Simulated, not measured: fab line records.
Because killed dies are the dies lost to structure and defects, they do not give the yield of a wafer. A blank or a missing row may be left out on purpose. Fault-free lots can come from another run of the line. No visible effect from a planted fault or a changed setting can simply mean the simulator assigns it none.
The same fault as seen by 2 desks    flow sky130    what lay behind the numbers comes last; until then each desk has only its own

METROLOGY DESK
What the gauges read for every lot (on any tool): the sampled wafers with a number, averaged. A lot is out of limits, marked OUT, if its mean lies more than 4 standard deviations from the usual mean; the brackets give that distance.
Columns: A = FIELD_ISO_CVD_03_THK at SKY_FIELD_ISO_THK_MEAS_04, usual 164.9 nm; B = NWELL_RS at SKY_NWELL_RS_MEAS_29, usual 624.1 ohm/sq; C = VT_ADJUST_LVTN_01_OVL at SKY_VT_ADJUST_LVTN_OVL_MEAS_18, usual -0.3 nm; D = VT_ADJUST_HVTR_TW at SKY_VT_ADJUST_HVTR_TW_MEAS_11, usual 211.9
lot   first seen here  A      B                C     D
L244  day 1 17:14      165.6  625.2            -2.1  212.0
L247  day 2 09:48      165.8  623.6            -0.2  212.9
L249  day 2 15:13      165.0  622.5            -2.0  213.0
L253  day 3 11:34      163.1  625.2            0.0   212.3
L254  day 3 18:24      164.4  624.8            -0.6  211.6
L255  day 4 00:41      165.0  625.5            -1.6  211.8
L256  day 4 03:22      160.7  624.8            0.6   210.5
L257  day 4 09:13      165.9  625.0            -0.8  210.5
L258  day 4 14:03      162.7  623.8            -0.3  211.9
L259  day 4 17:03      164.4  624.0            0.2   210.9
L260  day 4 23:08      167.3  623.3            2.5   212.8
L264  day 5 18:22      166.0  649.0 (+19) OUT  -     -
L265  day 5 23:19      166.9  650.2 (+20) OUT  -     -
L267  day 6 09:18      165.4  623.6            -0.9  211.1
This desk's finding: out of limits on L264, L265; first on L264, day 10 08:28 (NWELL_RS at SKY_NWELL_RS_MEAS_29). L244, L247, L249, L253, L254, L255, L256, L257, L258, L259, L260, L267: within limits.

AT THE TOOL OWNER'S DESK: implanter-01
The tool's own readings at SKY_NWELL_IMPLANT_13, given as means over the sampled wafers that have a number, one for each lot that went through this tool. A lot is out of limits, marked OUT, if its mean lies more than 4 standard deviations from the usual mean; the brackets give that distance.
Columns: A = beam energy keV at SKY_NWELL_IMPLANT_13, usual 50.002; B = beam on s at SKY_NWELL_IMPLANT_13, usual 10.01 s; C = end station pressure torr at SKY_NWELL_IMPLANT_13, usual 5.01e-06 Torr
lot   first seen here  A       B      C
L244  day 4 14:16      49.993  10.19  5.14e-06
L259  day 8 04:23      49.994  9.82   5.34e-06
L260  day 8 11:35      49.996  10.05  4.94e-06
L267  day 10 02:55     49.999  10.04  4.90e-06
This desk found nothing out of limits on any of the 4 lots.

BROUGHT TOGETHER
An alarm was possible from the metrology desk at day 10 08:28, on L264, L265.
The tool owner's desk saw nothing out of limits.
The tool owner's desk has no number on record for L264, L265.
Of the lots named, all ran SKY_NWELL_IMPLANT_13 on implanter-01.

WHAT THE SIMULATOR PUT IN
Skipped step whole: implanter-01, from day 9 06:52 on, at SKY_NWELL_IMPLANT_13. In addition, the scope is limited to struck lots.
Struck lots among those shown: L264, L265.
Time in hours between the start of the fault and the first out-of-limits reading at each desk: metrology desk, 26.
